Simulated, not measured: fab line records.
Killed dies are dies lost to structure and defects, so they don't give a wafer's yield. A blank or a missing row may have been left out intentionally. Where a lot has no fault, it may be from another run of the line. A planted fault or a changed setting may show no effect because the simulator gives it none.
Which tool is to blame? + flow sky130 + 24 lots, 72 wafers sampled, at 5 steps of a route of 708

== WHAT THE GAUGES SHOWED, per wafer ==
SKY_VIA1_BOW_MEAS_03. Usual: VIA1_BOW gives 80 um (standard deviation 7.8).
| lot  | measured     | on            | VIA1_BOW (um) | flag |
|------|--------------|---------------|---------------|------|
| L074 | day 33 09:46 | film metro-02 | 80 95 86      |      |
| L075 | day 34 04:34 | film metro-03 | 80 90 86      |      |
| L077 | day 34 06:38 | film metro-04 | 67 92 84      |      |
| L076 | day 34 09:50 | film metro-04 | 89 83 76      |      |
| L079 | day 34 22:01 | film metro-04 | 73 84 95      |      |
| L080 | day 35 01:29 | film metro-02 | 86 84 77      |      |
| L078 | day 35 04:11 | film metro-03 | 73 83 81      |      |
| L081 | day 35 10:10 | film metro-02 | 76 88 75      |      |
| L082 | day 35 14:28 | film metro-02 | 75 79 88      |      |
| L083 | day 36 06:41 | film metro-03 | 75 86 81      |      |
| L084 | day 36 12:28 | film metro-04 | 83 80 89      |      |
| L085 | day 36 21:14 | film metro-03 | 84 79 79      |      |
| L087 | day 36 22:34 | film metro-03 | 75 64 72      |      |
| L086 | day 37 00:04 | film metro-04 | 83 75 88      |      |
| L088 | day 37 19:26 | film metro-02 | 73 79 83      |      |
| L089 | day 37 23:33 | film metro-04 | 77 83 70      |      |
| L090 | day 38 09:32 | film metro-04 | 70 91 83      |      |
| L091 | day 38 10:04 | film metro-03 | 80 79 89      |      |
| L092 | day 38 22:26 | film metro-04 | 70 70 72      |      |
| L093 | day 39 01:34 | film metro-03 | 74 75 87      |      |
| L094 | day 39 06:58 | film metro-04 | 88 97 92      |      |
| L095 | day 39 09:28 | film metro-03 | 82 75 72      |      |
| L096 | day 39 21:15 | film metro-03 | 78 76 78      |      |
| L097 | day 40 01:43 | film metro-02 | 80 76 70      |      |

SKY_METAL2_CD_MEAS_15: the cd target is 140 nm. Usual: cd nm reads 139.7 nm (standard deviation 1.4).
| lot  | measured     | on        | cd nm (nm)        | flag |
|------|--------------|-----------|-------------------|------|
| L074 | day 35 15:38 | cd sem-02 | 139.3 138.9 138.2 |      |
| L075 | day 36 10:51 | cd sem-01 | 138.7 136.5 136.3 |      |
| L077 | day 36 12:41 | cd sem-02 | 140.0 139.4 139.2 |      |
| L076 | day 36 15:35 | cd sem-01 | 139.5 137.2 138.7 |      |
| L079 | day 37 03:44 | cd sem-02 | 140.2 139.3 139.7 |      |
| L080 | day 37 08:28 | cd sem-02 | 138.6 138.7 139.3 |      |
| L078 | day 37 11:05 | cd sem-01 | 138.9 138.7 139.5 |      |
| L081 | day 37 16:04 | cd sem-01 | 136.0 136.6 136.9 |      |
| L082 | day 37 20:53 | cd sem-02 | 141.9 140.4 139.5 |      |
| L083 | day 38 12:27 | cd sem-01 | 139.0 141.2 139.9 |      |
| L084 | day 38 16:44 | cd sem-01 | 138.7 138.1 137.9 |      |
| L085 | day 39 01:36 | cd sem-02 | 141.4 141.0 141.5 |      |
| L087 | day 39 03:44 | cd sem-02 | 138.4 139.1 137.9 |      |
| L086 | day 39 04:53 | cd sem-01 | 140.8 139.9 142.0 |      |
| L088 | day 39 23:43 | cd sem-01 | 140.8 141.1 141.6 |      |
| L089 | day 40 03:19 | cd sem-01 | 138.3 139.8 139.0 |      |
| L090 | day 40 12:04 | cd sem-01 | 139.6 139.1 140.2 |      |
| L091 | day 40 13:55 | cd sem-02 | 140.7 140.9 141.0 |      |
| L092 | day 41 01:24 | cd sem-02 | 140.0 141.6 140.9 |      |
| L093 | day 41 04:01 | cd sem-01 | 138.8 139.7 139.8 |      |
| L094 | day 41 09:17 | cd sem-01 | 140.3 140.0 140.3 |      |
| L095 | day 41 11:11 | cd sem-02 | 141.7 141.0 139.8 |      |
| L096 | day 41 22:53 | cd sem-01 | 141.2 142.3 141.4 |      |
| L097 | day 42 02:55 | cd sem-01 | 139.6 140.5 140.3 |      |

== WHICH TOOL RAN EACH LOT (tool, then ch and the chambers of the sampled wafers, then the start) ==
| lot  | SKY_SD_P_STRIP_10                    | SKY_CONTACT_CVD_00              | SKY_METAL1_STRIP_20                  |
|------|--------------------------------------|---------------------------------|--------------------------------------|
| L074 | plasma asher-01 ch 0,1, day 26 01:41 | pecvd-01 ch 0,1, day 30 23:26   | plasma asher-02 ch 0,1, day 33 08:40 |
| L075 | plasma asher-04 ch 0,1, day 26 23:17 | pecvd-03 ch 0,1, day 31 18:49   | plasma asher-03 ch 0,1, day 34 03:22 |
| L077 | plasma asher-04 ch 0,1, day 27 01:25 | pecvd-01 ch 0,1,2, day 31 21:03 | plasma asher-03 ch 0,1, day 34 05:29 |
| L076 | plasma asher-04 ch 0,1, day 27 01:37 | pecvd-03 ch 0,2, day 31 23:59   | plasma asher-02 ch 0,1, day 34 08:25 |
| L079 | plasma asher-03 ch 0,1, day 27 16:17 | pecvd-01 ch 1,2, day 32 13:59   | plasma asher-02 ch 0,1, day 34 20:55 |
| L080 | plasma asher-03 ch 0,1, day 27 19:53 | pecvd-03 ch 0,1, day 32 16:24   | plasma asher-03 ch 0,1, day 35 00:24 |
| L078 | plasma asher-01 ch 0,1, day 28 01:25 | pecvd-01 ch 0,2, day 32 20:10   | plasma asher-03 ch 0,1, day 35 02:58 |
| L081 | plasma asher-04 ch 0,1, day 28 06:48 | pecvd-04 ch 0,1, day 33 01:36   | plasma asher-03 ch 0,1, day 35 09:04 |
| L082 | plasma asher-04 ch 0,1, day 28 09:40 | pecvd-01 ch 0,2, day 33 05:38   | plasma asher-01 ch 0,1, day 35 13:23 |
| L083 | plasma asher-04 ch 0,1, day 29 03:37 | pecvd-04 ch 0,1,2, day 33 21:28 | plasma asher-02 ch 0,1, day 36 05:37 |
| L084 | plasma asher-01 ch 0,1, day 29 10:53 | pecvd-01 ch 0,1, day 34 04:42   | plasma asher-01 ch 0,1, day 36 11:24 |
| L085 | plasma asher-04 ch 0,1, day 29 18:11 | pecvd-01 ch 0,1, day 34 13:10   | plasma asher-01 ch 0,1, day 36 20:07 |
| L087 | plasma asher-03 ch 0,1, day 29 21:28 | pecvd-03 ch 1,2, day 34 14:23   | plasma asher-02 ch 0, day 36 21:29   |
| L086 | plasma asher-03 ch 0,1, day 29 23:46 | pecvd-01 ch 0,1,2, day 34 15:39 | plasma asher-03 ch 0,1, day 36 22:58 |
| L088 | plasma asher-01 ch 0,1, day 30 19:11 | pecvd-01 ch 0,1,2, day 35 10:35 | plasma asher-02 ch 0,1, day 37 18:21 |
| L089 | plasma asher-01 ch 0,1, day 31 00:07 | pecvd-04 ch 0,2, day 35 14:50   | plasma asher-02 ch 0,1, day 37 22:29 |
| L090 | plasma asher-01 ch 0,1, day 31 10:59 | pecvd-04 ch 2, day 36 02:01     | plasma asher-03 ch 1, day 38 08:26   |
| L091 | plasma asher-04 ch 0,1, day 31 11:16 | pecvd-03 ch 0,1,2, day 36 02:15 | plasma asher-01 ch 0,1, day 38 08:57 |
| L092 | plasma asher-03 ch 0,1, day 31 23:02 | pecvd-04 ch 0,1,2, day 36 14:03 | plasma asher-03 ch 0,1, day 38 21:19 |
| L093 | plasma asher-01 ch 0,1, day 32 03:41 | pecvd-03 ch 1,2, day 36 18:00   | plasma asher-01 ch 0,1, day 39 00:04 |
| L094 | plasma asher-03 ch 0, day 32 11:53   | pecvd-01 ch 1,2, day 37 00:33   | plasma asher-02 ch 0,1, day 39 05:48 |
| L095 | plasma asher-01 ch 0,1, day 32 14:55 | pecvd-04 ch 0,2, day 37 02:59   | plasma asher-01 ch 0,1, day 39 08:19 |
| L096 | plasma asher-04 ch 0,1, day 33 03:26 | pecvd-04 ch 0,1, day 37 15:43   | plasma asher-03 ch 0,1, day 39 19:50 |
| L097 | plasma asher-03 ch 0,1, day 33 05:34 | pecvd-03 ch 0,1,2, day 37 19:45 | plasma asher-02 ch 0,1, day 40 00:39 |
- SKY_SD_P_STRIP_10: strips in O2/N2.
- SKY_CONTACT_CVD_00: deposits Si3N4, target thk 75 nm.
- SKY_METAL1_STRIP_20: strips in O2/N2.

== WHAT THE TOOLS THEMSELVES READ (means of the sampled wafers that have a number; where no wafer has one, the mark that the record gives instead) ==
SKY_SD_P_STRIP_10. Usual: drypump motor current A 5.9 A, standard deviation 0.37; oes product au 0.618 a.u., standard deviation 0.0045; strip time to endpoint s 17.51 s, standard deviation 0.047.
| lot  | tool            | drypump motor current A (A) | oes product au (a.u.) | strip time to endpoint s (s) | flag |
|------|-----------------|-----------------------------|-----------------------|------------------------------|------|
| L074 | plasma asher-01 | 6.2                         | 0.614                 | 17.54                        |      |
| L075 | plasma asher-04 | 5.5                         | 0.615                 | 17.49                        |      |
| L077 | plasma asher-04 | 5.5                         | 0.612                 | 17.55                        |      |
| L076 | plasma asher-04 | 5.7                         | 0.620                 | 17.52                        |      |
| L079 | plasma asher-03 | 5.6                         | 0.614                 | 17.52                        |      |
| L080 | plasma asher-03 | 5.6                         | 0.625                 | 17.44                        |      |
| L078 | plasma asher-01 | 6.2                         | 0.617                 | 17.54                        |      |
| L081 | plasma asher-04 | 5.5                         | 0.616                 | 17.53                        |      |
| L082 | plasma asher-04 | 5.5                         | 0.617                 | 17.57                        |      |
| L083 | plasma asher-04 | 5.7                         | 0.615                 | 17.55                        |      |
| L084 | plasma asher-01 | 6.2                         | 0.615                 | 17.48                        |      |
| L085 | plasma asher-04 | 5.6                         | 0.623                 | 17.48                        |      |
| L087 | plasma asher-03 | 5.6                         | 0.615                 | 17.49                        |      |
| L086 | plasma asher-03 | 5.6                         | 0.617                 | 17.46                        |      |
| L088 | plasma asher-01 | 6.2                         | 0.616                 | 17.49                        |      |
| L089 | plasma asher-01 | 6.2                         | 0.622                 | 17.45                        |      |
| L090 | plasma asher-01 | 6.2                         | 0.618                 | 17.53                        |      |
| L091 | plasma asher-04 | 5.5                         | 0.623                 | 17.57                        |      |
| L092 | plasma asher-03 | 5.6                         | 0.613                 | 17.58                        |      |
| L093 | plasma asher-01 | 6.2                         | 0.621                 | 17.47                        |      |
| L094 | plasma asher-03 | 6.2                         | 0.616                 | 17.51                        |      |
| L095 | plasma asher-01 | 6.2                         | 0.616                 | 17.51                        |      |
| L096 | plasma asher-04 | 5.7                         | 0.619                 | 17.58                        |      |
| L097 | plasma asher-03 | 5.6                         | 0.620                 | 17.58                        |      |

SKY_CONTACT_CVD_00. Usual: heater power w reads 692 W (standard deviation 78).
| lot  | tool     | heater power w (W) | flag |
|------|----------|--------------------|------|
| L074 | pecvd-01 | 585                |      |
| L075 | pecvd-03 | 706                |      |
| L077 | pecvd-01 | 664                |      |
| L076 | pecvd-03 | 652                |      |
| L079 | pecvd-01 | 709                |      |
| L080 | pecvd-03 | 781                |      |
| L078 | pecvd-01 | 667                |      |
| L081 | pecvd-04 | 682                |      |
| L082 | pecvd-01 | 634                |      |
| L083 | pecvd-04 | 757                |      |
| L084 | pecvd-01 | 636                |      |
| L085 | pecvd-01 | 623                |      |
| L087 | pecvd-03 | 712                |      |
| L086 | pecvd-01 | 660                |      |
| L088 | pecvd-01 | 652                |      |
| L089 | pecvd-04 | 755                |      |
| L090 | pecvd-04 | 622                |      |
| L091 | pecvd-03 | 748                |      |
| L092 | pecvd-04 | 680                |      |
| L093 | pecvd-03 | 727                |      |
| L094 | pecvd-01 | 705                |      |
| L095 | pecvd-04 | 699                |      |
| L096 | pecvd-04 | 714                |      |
| L097 | pecvd-03 | 730                |      |

SKY_METAL1_STRIP_20. Usual: drypump motor current A 5.6 A, standard deviation 0.56; oes product au 0.341 a.u., standard deviation 0.005; strip time to endpoint s 2.65 s, standard deviation 0.035.
| lot  | tool            | drypump motor current A (A) | oes product au (a.u.) | strip time to endpoint s (s) | flag |
|------|-----------------|-----------------------------|-----------------------|------------------------------|------|
| L074 | plasma asher-02 | 5.3                         | 0.345                 | 2.71                         |      |
| L075 | plasma asher-03 | 5.6                         | 0.337                 | 2.63                         |      |
| L077 | plasma asher-03 | 5.6                         | 0.342                 | 2.66                         |      |
| L076 | plasma asher-02 | 5.2                         | 0.338                 | 2.68                         |      |
| L079 | plasma asher-02 | 5.0                         | 0.334                 | 2.64                         |      |
| L080 | plasma asher-03 | 5.9                         | 0.343                 | 2.71                         |      |
| L078 | plasma asher-03 | 5.6                         | 0.343                 | 2.65                         |      |
| L081 | plasma asher-03 | 5.6                         | 0.341                 | 2.66                         |      |
| L082 | plasma asher-01 | 6.2                         | 0.343                 | 2.66                         |      |
| L083 | plasma asher-02 | 4.9                         | 0.344                 | 2.68                         |      |
| L084 | plasma asher-01 | 6.2                         | 0.343                 | 2.65                         |      |
| L085 | plasma asher-01 | 6.2                         | 0.340                 | 2.62                         |      |
| L087 | plasma asher-02 | 5.5                         | 0.342                 | 2.65                         |      |
| L086 | plasma asher-03 | 5.9                         | 0.343                 | 2.66                         |      |
| L088 | plasma asher-02 | 5.2                         | 0.340                 | 2.61                         |      |
| L089 | plasma asher-02 | 5.3                         | 0.342                 | 2.68                         |      |
| L090 | plasma asher-03 | 5.3                         | 0.344                 | 2.66                         |      |
| L091 | plasma asher-01 | 6.2                         | 0.338                 | 2.65                         |      |
| L092 | plasma asher-03 | 5.6                         | 0.337                 | 2.66                         |      |
| L093 | plasma asher-01 | 6.2                         | 0.343                 | 2.60                         |      |
| L094 | plasma asher-02 | 5.0                         | 0.342                 | 2.68                         |      |
| L095 | plasma asher-01 | 6.2                         | 0.333                 | 2.58                         |      |
| L096 | plasma asher-03 | 5.9                         | 0.345                 | 2.68                         |      |
| L097 | plasma asher-02 | 5.0                         | 0.342                 | 2.64                         |      |

== THE ANSWER, worked out from the rows above alone ==
Rule: a lot counts as off when the mean over its wafers that have a number is more than 3 standard deviations away from the usual mean. Also off: a lot with no number at a reading for which 4 or more lots have one. Any other lot the step has rows for is counted as sound. First the gauges in route order, then the tools' own readings, where a lot's mean is used as printed above. At the first step where some lot is off, the reading lying furthest off is the one used; lots without a number count as furthest.
Across all readings shown, no lot is off: no conclusion can be drawn from this.

== WHAT THE SIMULATOR HAD INSERTED ==
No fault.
